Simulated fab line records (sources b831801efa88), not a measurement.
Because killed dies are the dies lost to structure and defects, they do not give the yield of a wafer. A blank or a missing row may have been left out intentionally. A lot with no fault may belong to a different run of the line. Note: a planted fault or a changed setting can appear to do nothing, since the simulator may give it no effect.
Which tool is to blame? ; flow sky130 ; at 1 step of a route of 708, 12 lots with 36 wafers sampled

== WHAT THE GAUGES SHOWED, per wafer ==
SKY_FIELD_ISO_THK_MEAS_04.
lot;measured;on;FIELD_ISO_CVD_03_THK (nm)
L075;day 1 18:29;film_metro-03;166.0 165.3 165.6
L077;day 2 05:20;film_metro-02;165.1 167.5 166.5
L079;day 2 16:54;film_metro-02;165.3 164.6 164.7
L081;day 3 03:40;film_metro-04;166.5 167.4 166.2
L083;day 3 10:29;film_metro-02;164.0 164.2 163.5
L085;day 3 21:01;film_metro-04;160.7 163.1 162.4
L087;day 4 07:15;film_metro-04;164.2 164.6 162.5
L089;day 4 17:08;film_metro-02;164.6 163.5 164.0
L091;day 5 02:29;film_metro-04;165.5 164.6 164.9
L093;day 5 13:53;film_metro-02;164.1 163.5 165.2
L095;day 5 23:58;film_metro-02;166.7 167.0 166.7
L097;day 6 10:43;film_metro-02;164.9 164.9 165.7

== TOOL THAT RAN EACH LOT (tool first, then ch and the chambers of the sampled wafers, then the start) ==
There is no process step in the record ahead of these readings.

== THE ANSWER, worked out from the rows above alone ==
Rule: the lots themselves supply what counts as usual. Put in order of their means at a reading, lots are off if they are a third of the lots or fewer, leave a main group of 4 or more, and stand apart from it by a gap of 3 or more times the standard deviation of the main group's means; of several such gaps the widest counts. Not used: any main group whose means are identical at the precision the tables above print for the reading. Also off: a lot with no number at a reading for which 4 or more lots have one. The other lots that the step has rows for count as sound.
Nothing can be told from this: no lot is off at any reading shown.

== WHAT WAS PUT IN BY THE SIMULATOR ==
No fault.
